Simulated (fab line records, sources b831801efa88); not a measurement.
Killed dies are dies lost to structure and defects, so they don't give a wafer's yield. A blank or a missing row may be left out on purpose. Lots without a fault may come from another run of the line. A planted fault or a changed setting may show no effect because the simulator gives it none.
Split-lot experiment | flow sfq_line | 5 lots, 23 wafers read, on a route of 325 steps

THE SPLIT
At SFQ_TRILAYER_R5_LITHO_COAT_141 (resist thk 62 nm), the setting spin_rpm was moved away from the recipe's 3000 rpm on 9 of the 23 wafers read, by -4.4% to +4.0%. The other wafers ran this setting at the recipe's value.

The reading is taken at the split's own step.

THE READING
BARC_of_TRILAYER_R5_LITHO_COAT_141.thk_nm (the simulator's own value, which no gauge read), in nm, at SFQ_TRILAYER_R5_LITHO_COAT_141 (resist thk 62 nm). The file gives no usual value for it. The 14 wafers here that ran the recipe average 61.96 nm, standard deviation 0.16 nm.

wafer  | tool, chamber at the split | spin_rpm as run, rpm | against the recipe | BARC_of_TRILAYER_R5_LITHO_COAT_141.thk_nm, nm | against lot-mates on the recipe
L076.1 | litho_track-04, 0          | 3000                 | recipe             | 61.99                                         | -
L076.2 | litho_track-04, 0          | 3000                 | recipe             | 61.95                                         | -
L076.5 | litho_track-04, 0          | 3000                 | recipe             | 61.95                                         | -
L076.3 | litho_track-04, 0          | 3000                 | recipe             | 61.83                                         | -
L076.6 | litho_track-04, 0          | 3000                 | recipe             | 62.02                                         | -
L077.1 | litho_track-01, 0          | 2867                 | -4.4%              | 63.28                                         | +1.45
L077.3 | litho_track-01, 0          | 2867                 | -4.4%              | 63.39                                         | +1.56
L077.4 | litho_track-01, 0          | 2867                 | -4.4%              | 63.14                                         | +1.31
L077.5 | litho_track-01, 0          | 3000                 | recipe             | 61.81                                         | -
L077.6 | litho_track-01, 0          | 3000                 | recipe             | 61.84                                         | -
L079.1 | litho_track-04, 0          | 3000                 | recipe             | 62.27                                         | -
L079.3 | litho_track-04, 0          | 3000                 | recipe             | 62.18                                         | -
L079.4 | litho_track-04, 0          | 2883                 | -3.9%              | 63.45                                         | +1.23
L079.5 | litho_track-04, 0          | 2883                 | -3.9%              | 63.63                                         | +1.41
L079.6 | litho_track-04, 0          | 2883                 | -3.9%              | 63.43                                         | +1.20
L081.1 | litho_track-01, 0          | 3000                 | recipe             | 61.8                                          | -
L081.3 | litho_track-01, 0          | 3000                 | recipe             | 61.86                                         | -
L081.4 | litho_track-01, 0          | 3000                 | recipe             | 61.77                                         | -
L083.1 | litho_track-02, 0          | 3121                 | +4.0%              | 60.83                                         | -1.23
L083.2 | litho_track-02, 0          | 3000                 | recipe             | 61.88                                         | -
L083.3 | litho_track-02, 0          | 3000                 | recipe             | 62.23                                         | -
L083.4 | litho_track-02, 0          | 3121                 | +4.0%              | 60.78                                         | -1.27
L083.6 | litho_track-02, 0          | 3121                 | +4.0%              | 60.81                                         | -1.24

THE FIT
A straight line over all 23 wafers: BARC_of_TRILAYER_R5_LITHO_COAT_141.thk_nm changes by -0.319 nm for each +1% of spin_rpm; r = -0.98; the points scatter about the line by 0.19 nm.
The same after taking each lot's own level away (the mean of its wafers on the recipe; 23 wafers): -0.32 nm for each +1%; r = -0.99; scatter 0.086 nm.
On that fit, the largest move of spin_rpm shifts the reading by 1.4 nm.
The lots' own levels span 61.810 to 62.225 nm, that is 2.6 times the standard deviation above.
So the lot-to-lot level changes the slope little: the two slopes agree.
Check: with one of the wafers moved furthest among these (-4.4%) left out of the fit, the line predicts +1.43 nm for it against its lot-mates. It came out at +1.45 nm against them.

OTHER SPLITS ON THESE WAFERS
These wafers also went through other splits before the reading. Each is held against what the fit with the lots' levels taken away leaves over:
other split on the same wafers              | wafers away from the commonest value | r with BARC_of_TRILAYER_R5_LITHO_COAT_141.thk_nm (lot level and that fit taken away)
SFQ_TRILAYER_JJ_CE_LITHO_PEB_117 peb_temp_c | 8                                    | +0.13

THE FILE'S OWN FIT
BARC_of_TRILAYER_R5_LITHO_COAT_141.thk_nm changes by -0.322 nm for each +1% of spin_rpm, r = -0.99.
